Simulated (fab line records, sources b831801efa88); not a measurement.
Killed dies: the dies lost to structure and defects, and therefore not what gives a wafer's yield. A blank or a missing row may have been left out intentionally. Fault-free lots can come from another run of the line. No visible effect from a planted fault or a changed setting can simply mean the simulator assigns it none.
Comparing a struck lot with a sound one :: flow sky130 :: 35 steps out of a route of 708
Sound: these wafers, L280.1, L280.3, L280.6. Struck: wafers L294.1, L294.3. (L294.6 of the same lot was not struck and is left out.) The cause comes at the end.
Order at every step that has rows: each side's tool, ch and its chambers, its first start. Under that, the readings that differ: sound wafers :: struck wafers :: difference of the means :: sigmas: that difference in standard deviations of wafers without a fault.
alike: same words and numbers on both sides, and readings whose means sit less than 2 such deviations apart. not compared: any withheld reading, any reading some wafer has no value for, any bound like >300 that may hide the same value, and any number with overlapping values for which the record gives no deviation.
The two part at a step that has a row with sigmas, a row that says differs or no value, or rows on one side only. Numbers that don't overlap but have no deviation are shown without sigmas and don't part them. A reading missing from all wafers of one side parts the sides only when that side holds two or more wafers.

first, 10 steps without rows for these wafers: SKY_METAL1_DEHYDRATE_07 (time 60 s); SKY_METAL1_HMDS_08 (prime time 60 s); SKY_METAL1_COAT_09 (resist thk 60 nm); SKY_METAL1_COAT_10 (resist thk 450 nm); SKY_METAL1_SOFTBAKE_11 (time 90 s); SKY_METAL1_EXPOSE_12 (exposes mask MM1, target cd 140 nm); SKY_METAL1_PEB_13; SKY_METAL1_DEVELOP_14 (develop time 60 s); SKY_METAL1_DESCUM_17 (chemistry O2, time 8 s); SKY_METAL1_ETCH_18 (etches BARC in N2/H2, stops on SiO2, time 45.9 s, target depth 60 nm).
SKY_METAL1_METAL_ETCH_19: etches the open film in Cl2/BCl3, stops on SiO2, target depth 360 nm, time 76.42 s.
  sound on rie metal-01 ch 0,1, day 34 03:16; struck on rie metal-01 ch 0, day 38 17:16
  alike: drypump motor current A, mfc cl2 sccm, oes product au, throttle valve pct
  not compared: rf hours counter h
then, 23 steps without rows for these wafers: SKY_METAL1_STRIP_20 (strips in O2/N2); SKY_METAL1_STRIP_21 (strips in post etch residue remover, time 1200 s); SKY_METAL1_CLEAN_22 (cleans in IPA, time 180 s); SKY_METAL1_CLEAN_23 (cleans in O3/DIW); SKY_VIA1_HDPCVD_00 (deposits SiO2, target thk 1030 nm, time 171.7 s); SKY_VIA1_CMP_02 (polishes SiO2); SKY_VIA1_DEHYDRATE_04 (time 60 s); SKY_VIA1_HMDS_05 (prime time 60 s); SKY_VIA1_COAT_06 (resist thk 60 nm); SKY_VIA1_COAT_07 (resist thk 450 nm); SKY_VIA1_SOFTBAKE_08 (time 90 s); SKY_VIA1_EXPOSE_09 (exposes mask VIM, target cd 150 nm); SKY_VIA1_PEB_10; SKY_VIA1_DEVELOP_11 (develop time 60 s); SKY_VIA1_ETCH_14 (etches BARC in N2/H2, stops on SiO2, time 45.9 s, target depth 60 nm); SKY_VIA1_ETCH_15 (etches SiO2 in C4F8/O2/Ar, stops on TiN, target depth 351 nm, time 54 s); SKY_VIA1_STRIP_16 (strips in O2/N2); SKY_VIA1_STRIP_17 (strips in post etch residue remover, time 1200 s); SKY_VIA1_CLEAN_18 (cleans in IPA, time 180 s); SKY_VIA1_CLEAN_19 (cleans in O3/DIW); SKY_VIA1_SPUTTER_20 (material TiN, target thk 20 nm, time 80 s); SKY_VIA1_CVD_21 (deposits W, target thk 270 nm, time 80.902 s); SKY_VIA1_CMP_24 (polishes, stops on SiO2, t overpolish 15 s, target thk 0 nm).
-- the record jumps here: 11 days lie between the struck wafers' starts before and after (it left off in module VIA1 and takes up again in module PAD_OPEN, whose first step shown is number 708 of the route) --
SKY_PAD_OPEN_PROBE_99:
  sound on prober-02 at day 46 22:41; struck on prober-02 at day 50 03:50
reading: defect limited yield (%)
sound: 84.6 79.3 85.4
struck: 70.9 72.8
difference: -11.2
sigmas: -5

reading: killed_at_M0_to_M3
sound: 41 57 33
struck: 94 99
difference: +53
sigmas: +7

reading: killed dies
sound: 76 102 72
struck: 143 134
difference: +55
sigmas: +6

reading: sort_bin_3_pad_short (%)
sound: 0.4 2.0 0.4
struck: 3.3 4.1
difference: +2.8
sigmas: +7

reading: sort_bin_5_function (%)
sound: 9.1 12.4 7.5
struck: 18.3 14.8
difference: +6.9
sigmas: +4

reading: sort n pass
sound: 416 390 420
struck: 349 358
difference: -55
sigmas: -6

reading: sort yield pct (%)
sound: 84.6 79.3 85.4
struck: 70.9 72.8
difference: -11.2
sigmas: -5

reading: model.etest.tester.sort n pass
sound: 416 390 420
struck: 349 358
difference: -55
sigmas: 

reading: model.etest.tester.sort yield pct (%)
sound: 84.55 79.27 85.37
struck: 70.94 72.76
difference: -11.21
sigmas: 

reading: model.etest.tester.sort_bin_5_pct (%)
sound: 9.146 12.4 7.52
struck: 18.29 14.84
difference: +6.88
sigmas: 

reading: model.etest.tester.sort_bin_3_pct (%)
sound: 0.4065 2.033 0.4065
struck: 3.252 4.065
difference: +2.710
sigmas: 
  alike: killed_at_M4_up, killed at contacts, killed at front end, killed open, killed short, sort_bin_6_memory

## WHERE THEY PART
SKY_PAD_OPEN_PROBE_99 only, going by this record.

WHY: the cause the simulator had injected
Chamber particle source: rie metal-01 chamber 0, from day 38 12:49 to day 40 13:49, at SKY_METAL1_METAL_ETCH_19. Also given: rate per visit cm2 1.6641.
